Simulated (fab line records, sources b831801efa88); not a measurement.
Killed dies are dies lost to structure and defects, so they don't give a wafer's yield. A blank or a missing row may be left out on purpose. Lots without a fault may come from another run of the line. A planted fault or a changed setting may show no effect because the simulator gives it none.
Which tool did it? | flow sky130 | 12 lots, 36 wafers sampled, at 5 steps of a route of 708

WHAT THE GAUGES READ, wafer by wafer
SKY_NWELL_TW_MEAS_26. Usual: NWELL_2_TW 494, standard deviation 3.6.
lot  | measured     | on            | NWELL_2_TW              | flag
L930 | day 5 04:52  | film_metro-01 | 491 492 492             |
L931 | day 5 13:01  | film_metro-04 | 493 495 491             |
L932 | day 5 19:58  | film_metro-02 | 501 499 497             |
L935 | day 7 09:55  | film_metro-01 | 493 494 492             |
L936 | day 7 10:19  | film_metro-04 | 494 492 494             |
L938 | day 8 07:41  | film_metro-04 | 448 449 448 449 446 449 | OFF
L940 | day 8 08:59  | film_metro-01 | 493 493 493             |
L941 | day 9 05:35  | film_metro-04 | 451 450 450 452 451 450 | OFF
L948 | day 10 07:08 | film_metro-01 | 488 486 487             |
L949 | day 10 10:11 | film_metro-04 | 494 496 495             |
L952 | day 10 20:35 | film_metro-02 | 496 498 498             |
L953 | day 11 06:10 | film_metro-01 | 493 492 493             |

SKY_NWELL_RS_MEAS_31: measures by four-point-probe. Usual: PWDE_RS 5270 ohm/sq, standard deviation 18.
lot  | measured     | on            | PWDE_RS (ohm/sq) | flag
L930 | day 5 05:19  | film_metro-04 | 5245 5255 5264   |
L931 | day 5 13:28  | film_metro-02 | 5295 5299 5288   |
L932 | day 5 20:25  | film_metro-04 | 5255 5246 5252   |
L935 | day 7 10:22  | film_metro-02 | 5249 5242 5226   |
L936 | day 7 10:48  | film_metro-01 | 5277 5249 5255   |
L938 | day 8 09:34  | film_metro-04 | 5291 5296 5286   |
L940 | day 8 09:26  | film_metro-04 | 5269 5291 5252   |
L941 | day 9 11:57  | film_metro-04 | 5254 5258 5260   |
L948 | day 10 07:42 | film_metro-01 | 5296 5306 5292   |
L949 | day 10 10:46 | film_metro-04 | 5247 5259 5283   |
L952 | day 10 21:10 | film_metro-01 | 5270 5276 5260   |
L953 | day 11 06:37 | film_metro-02 | 5247 5270 5261   |

WHICH TOOL RAN EACH LOT (tool, then ch and the chambers of the sampled wafers, then the start)
lot  | SKY_PWDE_STRIP_09                   | SKY_NWELL_IMPLANT_24            | SKY_NWELL_RTA_28
L930 | plasma_asher-04 ch 0,1, day 3 20:44 | implanter-03 ch 0, day 5 04:37  | rtp_anneal-01 ch 0, day 5 04:59
L931 | plasma_asher-04 ch 0, day 4 03:33   | implanter-04 ch 0, day 5 12:46  | rtp_anneal-01 ch 0, day 5 13:07
L932 | plasma_asher-03 ch 0,1, day 4 09:59 | implanter-03 ch 0, day 5 19:43  | rtp_anneal-02 ch 0, day 5 20:04
L935 | plasma_asher-02 ch 1, day 5 20:07   | implanter-02 ch 0, day 7 09:40  | rtp_anneal-02 ch 0, day 7 10:02
L936 | plasma_asher-03 ch 0,1, day 5 20:30 | implanter-04 ch 0, day 7 10:04  | rtp_anneal-01 ch 0, day 7 10:27
L938 | plasma_asher-03 ch 0,1, day 6 14:49 | implanter-04 ch 0, day 8 07:28  | rtp_anneal-01 ch 0, day 8 08:59
L940 | plasma_asher-03 ch 0,1, day 6 15:14 | implanter-02 ch 0, day 8 08:45  | rtp_anneal-01 ch 0, day 8 09:06
L941 | plasma_asher-02 ch 0,1, day 7 10:54 | implanter-04 ch 0, day 9 05:22  | rtp_anneal-01 ch 0, day 9 11:37
L948 | plasma_asher-03 ch 0,1, day 8 10:15 | implanter-03 ch 0, day 10 06:55 | rtp_anneal-02 ch 0, day 10 07:17
L949 | plasma_asher-04 ch 0,1, day 8 14:27 | implanter-03 ch 0, day 10 09:58 | rtp_anneal-02 ch 0, day 10 10:21
L952 | plasma_asher-02 ch 0,1, day 8 23:33 | implanter-03 ch 0, day 10 20:23 | rtp_anneal-02 ch 0, day 10 20:46
L953 | plasma_asher-02 ch 0,1, day 9 09:00 | implanter-03 ch 0, day 11 05:55 | rtp_anneal-02 ch 0, day 11 06:16
- SKY_PWDE_STRIP_09: strips in O2/N2.
- SKY_NWELL_IMPLANT_24
- SKY_NWELL_RTA_28: time 30 s.

WHAT THE TOOLS THEMSELVES READ (means of the sampled wafers that have a number; where no wafer has one, the mark that the record gives instead)
SKY_PWDE_STRIP_09. Usual: drypump_motor_current_A 5.6 A, standard deviation 0.44; oes_product_au 0.723 a.u., standard deviation 0.0045; strip_time_to_endpoint_s 36.96 s, standard deviation 0.11.
lot  | tool            | drypump_motor_current_A (A) | oes_product_au (a.u.) | strip_time_to_endpoint_s (s) | flag
L930 | plasma_asher-04 | 5.4                         | 0.723                 | 37.04                        |
L931 | plasma_asher-04 | 5.8                         | 0.723                 | 36.74                        |
L932 | plasma_asher-03 | 5.5                         | 0.722                 | 36.82                        |
L935 | plasma_asher-02 | 5.2                         | 0.725                 | 36.84                        |
L936 | plasma_asher-03 | 5.5                         | 0.722                 | 37.07                        |
L938 | plasma_asher-03 | 5.6                         | 0.724                 | 36.94                        |
L940 | plasma_asher-03 | 5.9                         | 0.721                 | 36.95                        |
L941 | plasma_asher-02 | 5.5                         | 0.721                 | 37.13                        |
L948 | plasma_asher-03 | 5.9                         | 0.719                 | 37.01                        |
L949 | plasma_asher-04 | 5.6                         | 0.724                 | 36.96                        |
L952 | plasma_asher-02 | 5.8                         | 0.723                 | 37.06                        |
L953 | plasma_asher-02 | 5.8                         | 0.723                 | 36.96                        |

SKY_NWELL_IMPLANT_24. Usual: dose_ions_cm2 9.2e+12, standard deviation 1e+10; faraday_current_uA 51.9, standard deviation 1.
lot  | tool         | dose_ions_cm2 | faraday_current_uA | flag
L930 | implanter-03 | 9.2e+12       | 50.8               |
L931 | implanter-04 | 9.2e+12       | 52.2               |
L932 | implanter-03 | 9.2e+12       | 52.2               |
L935 | implanter-02 | 9.2e+12       | 51.7               |
L936 | implanter-04 | 9.2e+12       | 53.0               |
L938 | implanter-04 | 6.8e+12       | 38.4               | OFF
L940 | implanter-02 | 9.2e+12       | 52.7               |
L941 | implanter-04 | 6.8e+12       | 37.7               | OFF
L948 | implanter-03 | 9.2e+12       | 52.5               |
L949 | implanter-03 | 9.2e+12       | 51.6               |
L952 | implanter-03 | 9.2e+12       | 52.7               |
L953 | implanter-03 | 9.2e+12       | 51.7               |

SKY_NWELL_RTA_28. Usual: lamp_power_pct 25.31 %, standard deviation 0.058; ramp_down_c_per_s 90.002, standard deviation 0.015; wafer_temp_C_max 1054.8, standard deviation 0.92.
lot  | tool          | lamp_power_pct (%) | ramp_down_c_per_s | wafer_temp_C_max | flag
L930 | rtp_anneal-01 | 25.32              | 90.009            | 1055.0           |
L931 | rtp_anneal-01 | 25.31              | 89.995            | 1054.6           |
L932 | rtp_anneal-02 | 25.28              | 90.000            | 1054.5           |
L935 | rtp_anneal-02 | 25.29              | 90.003            | 1055.0           |
L936 | rtp_anneal-01 | 25.32              | 89.998            | 1054.7           |
L938 | rtp_anneal-01 | 25.33              | 89.997            | 1054.3           |
L940 | rtp_anneal-01 | 25.27              | 90.017            | 1054.3           |
L941 | rtp_anneal-01 | 25.32              | 89.997            | 1056.1           |
L948 | rtp_anneal-02 | 25.30              | 90.006            | 1055.4           |
L949 | rtp_anneal-02 | 25.27              | 90.000            | 1055.3           |
L952 | rtp_anneal-02 | 25.30              | 89.999            | 1054.1           |
L953 | rtp_anneal-02 | 25.32              | 89.985            | 1054.5           |

THE ANSWER, worked out from the rows above alone
Rule: a lot is off if the mean of its wafers that have a number lies more than 3 standard deviations from the usual mean. A lot without any number at a reading at which 4 lots or more have one is off too. The other lots that the step has rows for count as sound. The gauges are gone through in route order, then the tools' own readings, and for those a lot's mean is taken as printed above. The first step at which some lot is off is used, and at that step the reading that is off furthest; a lot without a number counts as furthest.
Off: L938, L941, at SKY_NWELL_TW_MEAS_26 (NWELL_2_TW).
A tool fits if, at a process step before that reading, it ran every lot that is off, and no sound lot after the first of them. The gauges at SKY_NWELL_TW_MEAS_26 aren't tried: what is off there is off at SKY_NWELL_IMPLANT_24 too, on other tools, and a gauge's error can't cause that. One fits: implanter-04 at SKY_NWELL_IMPLANT_24. Its last sound lot is L936 (day 7 10:04), its first lot that is off L938 (day 8 07:28): a fault that began between those two fits.
The tool's own readings at SKY_NWELL_IMPLANT_24 bear it out: on the lots that are off they differ by more than 5 times the standard deviation of the sound lots' means. dose_ions_cm2 reads 6.8e+12 there against 9.2e+12 on the sound lots; faraday_current_uA reads 38.0 there against 52.1 on the sound lots.

WHAT THE SIMULATOR HAD PUT IN
Process parameter drift: implanter-04, from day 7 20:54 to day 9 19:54, at SKY_NWELL_IMPLANT_24. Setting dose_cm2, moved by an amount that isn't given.
Lots struck among those shown: L938, L941. The rule above found the same.
